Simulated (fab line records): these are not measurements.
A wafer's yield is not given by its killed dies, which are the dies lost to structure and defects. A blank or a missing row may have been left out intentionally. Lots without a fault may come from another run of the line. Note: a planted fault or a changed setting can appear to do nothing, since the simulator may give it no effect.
What tool caused it?	flow gf180mcu	Sampling: 7 lots, 21 wafers, 3 of 602 route steps

## WHAT THE GAUGES READ, wafer by wafer
GF_CONTACT_THK_MEAS_01.
lot	measured	on	CONTACT_CVD_00_THK (nm)
L262	day 15 15:29	film metro-02	294.3 298.2 294.6
L264	day 16 08:34	film metro-02	300.3 300.7 299.2
L266	day 17 02:58	film metro-02	298.9 301.4 297.7
L271	day 18 19:49	film metro-01	296.7 297.9 298.4
L279	day 21 20:24	film metro-01	302.0 307.1 301.6
L282	day 22 15:49	film metro-04	298.8 298.9 299.4
L284	day 23 10:58	film metro-04	303.0 303.6 302.6

## TOOL THAT RAN EACH LOT (tool first, then ch and the chambers of the sampled wafers, then the start)
lot	GF_VT_IMPLANT_IMPLANT_30	GF_HV_LDD_ETCHBACK_58
L262	implanter-04 ch 0, day 7 04:28	rie diel-02 ch 1,2,3, day 12 22:47
L264	implanter-02 ch 0, day 7 19:16	rie diel-02 ch 2,3, day 13 15:15
L266	implanter-01 ch 0, day 8 05:18	rie diel-04 ch 0,2,3, day 14 08:55
L271	implanter-04 ch 0, day 9 16:14	rie diel-01 ch 0,3, day 15 20:40
L279	implanter-01 ch 0, day 11 21:19	rie diel-02 ch 0,1, day 18 18:20
L282	implanter-01 ch 0, day 12 17:25	rie diel-04 ch 0,1,3, day 19 16:01
L284	implanter-04 ch 0, day 13 07:36	rie diel-04 ch 0,1,3, day 20 10:14
- GF_VT_IMPLANT_IMPLANT_30
- GF_HV_LDD_ETCHBACK_58: etches Si3N4 in CH3F/O2, stops on SiO2, time 100 s, target depth 90 nm.

## THE ANSWER, worked out from the rows above alone
Rule: the lots themselves supply what counts as usual. Put in order of their means at a reading, lots are off if they are a third of the lots or fewer, leave a main group of 4 or more, and stand apart from it by a gap of 3 or more times the standard deviation of the main group's means; of several such gaps the widest counts. A main group whose means are all the same, to the digits that the tables above print for the reading, isn't used. A lot without any number at a reading at which 4 lots or more have one is off too. Where the step has rows for the other lots, those lots are counted as sound.
None of the lots is off at any reading shown; this tells nothing.

## WHAT THE SIMULATOR PUT IN
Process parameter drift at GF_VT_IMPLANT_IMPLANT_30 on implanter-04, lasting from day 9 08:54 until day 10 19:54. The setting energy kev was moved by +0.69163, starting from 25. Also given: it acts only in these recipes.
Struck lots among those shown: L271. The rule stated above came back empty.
